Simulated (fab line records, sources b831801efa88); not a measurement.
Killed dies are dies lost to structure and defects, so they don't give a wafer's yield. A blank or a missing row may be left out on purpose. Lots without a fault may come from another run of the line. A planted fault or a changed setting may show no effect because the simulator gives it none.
Chamber matching | flow sky130 | SKY_SONOS_ONO_ETCH_15 on rie_diel-02: 4 sister chambers
The step etches the open film in CHF3/O2, target depth 19.52 nm, time 7.8 s. 16 wafers are shown with their chamber, then 8 later ones without.

WAFERS WITH THEIR CHAMBER
wafer  | chamber | drypump_motor_current_A (A) | oes_product_au (a.u.) | throttle_valve_pct (%)
L074.1 | 0       | 5.7                         | 0.998                 | 8.821
L074.2 | 3       | 5.5                         | 0.988                 | 8.825
L074.3 | 1       | 4.9                         | 0.987                 | 8.833
L076.2 | 0       | 5.7                         | 1.008                 | 8.841
L076.3 | 1       | 5.0                         | 0.990                 | 8.826
L076.5 | 1       | 4.9                         | 0.990                 | 8.818
L081.1 | 2       | 5.7                         | 1.015                 | 8.832
L081.4 | 1       | 5.0                         | 0.997                 | 8.827
L081.5 | 0       | 5.8                         | 0.996                 | 8.820
L083.1 | 2       | 5.7                         | 1.002                 | 8.832
L083.4 | 1       | 5.0                         | 0.995                 | 8.817
L083.5 | 0       | 5.7                         | 1.003                 | 8.835
L084.1 | 2       | 5.7                         | 0.985                 | 8.813
L084.4 | 0       | 5.7                         | 0.993                 | 8.804
L084.6 | 3       | 5.5                         | 0.989                 | 8.822
L085.1 | 0       | 5.7                         | 1.009                 | 8.826

SIGNATURES (means of the wafers above)
reading                 | chamber 0 | chamber 1 | chamber 2 | chamber 3 | scatter within a chamber
drypump_motor_current_A | 5.717     | 4.960     | 5.700     | 5.500     | 0.0412
oes_product_au          | 1.00117   | 0.99180   | 1.00067   | 0.98850   | 0.00783
throttle_valve_pct      | 8.82450   | 8.82420   | 8.82567   | 8.82350   | 0.0103
Rule: a wafer's distance from a chamber is the root of the sum, over the readings, of the square of ((its reading less the chamber's mean) divided by the reading's scatter). The wafer belongs to the nearest chamber; if the next one is less than 2 further off, it can't be placed. The scatter: the root of (the sum of the squares of (reading less its chamber's mean) over the shown wafers, divided by (wafers less chambers)).

WAFERS WITHOUT THEIR CHAMBER
wafer  | drypump_motor_current_A (A) | oes_product_au (a.u.) | throttle_valve_pct (%)
L085.4 | 5.7                         | 1.018                 | 8.833
L085.5 | 5.6                         | 1.000                 | 8.821
L091.3 | 5.5                         | 0.998                 | 8.824
L091.5 | 5.8                         | 0.999                 | 8.823
L091.6 | 4.9                         | 0.982                 | 8.824
L094.3 | 5.6                         | 0.992                 | 8.814
L094.5 | 5.7                         | 0.987                 | 8.831
L094.6 | 4.9                         | 0.990                 | 8.823

WHICH CHAMBER EACH WENT THROUGH
wafer  | from the rows above          | in truth
L085.4 | can't be placed: 2 or 0      | 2
L085.5 | can't be placed: 2 or 3 or 0 | 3
L091.3 | 3                            | 3
L091.5 | can't be placed: 0 or 2      | 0
L091.6 | 1                            | 1
L094.3 | can't be placed: 3 or 2 or 0 | 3
L094.5 | can't be placed: 2 or 0      | 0
L094.6 | 1                            | 1
Placed correctly: 3 of 8. Can't be placed from these rows: 5 (the true chamber is among the candidates in 5). Placed wrongly: 0.
